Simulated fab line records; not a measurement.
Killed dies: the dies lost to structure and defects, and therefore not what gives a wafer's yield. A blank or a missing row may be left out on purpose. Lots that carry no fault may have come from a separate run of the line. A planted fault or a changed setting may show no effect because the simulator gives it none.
2 desks, one fault -- flow sky130 -- each desk has only its own numbers; what lay behind them comes last

== THE METROLOGY DESK ==
Lot by lot, what the gauges showed, no matter which tool ran the lot: averages of those sampled wafers that carry a number. Any lot whose mean is over 4 standard deviations away from the usual mean is out of limits and marked OUT; that distance is given in the brackets.
Columns: A = cd nm at SKY_VT_ADJUST_HVTR_CD_MEAS_07, usual 380.5 nm; B = cd nm at SKY_SONOS_TUNNEL_CD_MEAS_07, usual 410.7 nm; C = cd nm at SKY_SONOS_ONO_CD_MEAS_13, usual 408.8 nm
lot,first seen here,A,B,C
L649,day 9 12:42,384.0,412.5,411.4
L650,day 9 18:09,382.9,411.1,408.0
L651,day 10 04:49,380.5,407.6,409.7
L652,day 10 09:27,382.9,411.7,414.0
L653,day 10 11:02,377.7,410.8,406.7
L657,day 11 22:16,383.2,411.0,409.8
L664,day 14 06:52,377.4,409.1,408.4
L665,day 14 13:16,379.8,412.1,410.6
L666,day 14 21:27,379.9,411.2,409.6
L668,day 15 03:57,380.5,412.8,405.4
L669,day 15 13:19,380.1,406.4,405.3
L670,day 15 21:36,384.2,413.4,413.5
L671,day 16 03:12,380.2,412.4,409.5
L672,day 16 16:19,375.5,414.9,413.7
This desk's finding: nothing out of limits on any of the 14 lots.

== AT THE TOOL OWNER'S DESK: furnace-01 ==
The tool's own readings at SKY_GATE_OXIDE_OXIDATION_16 (stabilise 600 s, purge 300 s, target thk 3.57 nm): means of the sampled wafers that have a number, for each lot that ran on this tool. Any lot whose mean is over 4 standard deviations away from the usual mean is out of limits and marked OUT; that distance is given in the brackets.
Columns: A = spike tc bottom C at SKY_GATE_OXIDE_OXIDATION_16, usual 820.0 C; B = spike tc centre C at SKY_GATE_OXIDE_OXIDATION_16, usual 801.1 C; C = spike tc lower C at SKY_GATE_OXIDE_OXIDATION_16, usual 801.0 C; D = spike tc top C at SKY_GATE_OXIDE_OXIDATION_16, usual 811.7 C; E = spike tc upper C at SKY_GATE_OXIDE_OXIDATION_16, usual 799.1 C; F = tube center temp C at SKY_GATE_OXIDE_OXIDATION_16, usual 799.99 C; G = tube_center_temp_C_max at SKY_GATE_OXIDE_OXIDATION_16, usual 802.1
lot,first seen here,A,B,C,D,E,F,G
L650,day 14 09:34,820.7,801.6,800.5,810.6,799.2,799.93,802.2
L651,day 14 19:02,820.5,802.1,801.0,808.9,799.3,799.94,802.6
L652,day 14 23:29,829.9 (+7.0) OUT,810.5 (+7.2) OUT,809.9 (+9.5) OUT,818.5,808.5 (+9.4) OUT,809.15 (+99 or more) OUT,811.1 (+25) OUT
L653,day 14 23:29,828.3 (+5.9) OUT,810.5 (+7.3) OUT,810.3 (+9.9) OUT,819.0,809.4 (+10) OUT,809.15 (+99 or more) OUT,811.4 (+26) OUT
L664,day 19 09:30,820.7,801.6,800.4,810.2,799.0,799.91,801.6
L665,day 19 17:45,820.6,802.1,800.6,810.2,799.0,799.98,802.5
L666,day 20 06:24,821.2,802.1,801.6,810.7,798.9,799.96,802.6
L668,day 20 12:13,820.6,801.3,802.1,810.0,798.8,799.97,802.3
L669,day 20 19:17,821.6,801.5,801.1,809.2,799.3,800.01,802.3
L670,day 21 08:01,818.9,802.8,801.6,810.3,798.1,799.99,801.6
L671,day 21 10:45,821.1,801.4,801.2,809.7,798.9,800.05,802.2
L672,day 22 00:26,820.8,802.1,801.1,809.5,799.2,799.92,802.2
Finding of this desk: L652, L653 out of limits; the first was L652 at day 14 23:29, on spike tc bottom C at SKY_GATE_OXIDE_OXIDATION_16. L650, L651, L664, L665, L666, L668, L669, L670, L671, L672 stayed within limits.

== TAKEN TOGETHER ==
On L652, L653, at day 14 23:29, an alarm was possible from the tool owner's desk.
Nothing out of limits was seen by the metrology desk.
The metrology desk holds a record of L652, L653, inside its limits.
On furnace-01, each named lot ran SKY_GATE_OXIDE_OXIDATION_16.

== WHAT HAD BEEN PUT IN BY THE SIMULATOR ==
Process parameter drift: furnace-01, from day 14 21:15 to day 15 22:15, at SKY_GATE_OXIDE_OXIDATION_16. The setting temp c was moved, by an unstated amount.
Lots struck among those shown: L652, L653.
How many hours passed from the start of the fault until each desk's first out-of-limits reading: the tool owner's desk, 2.
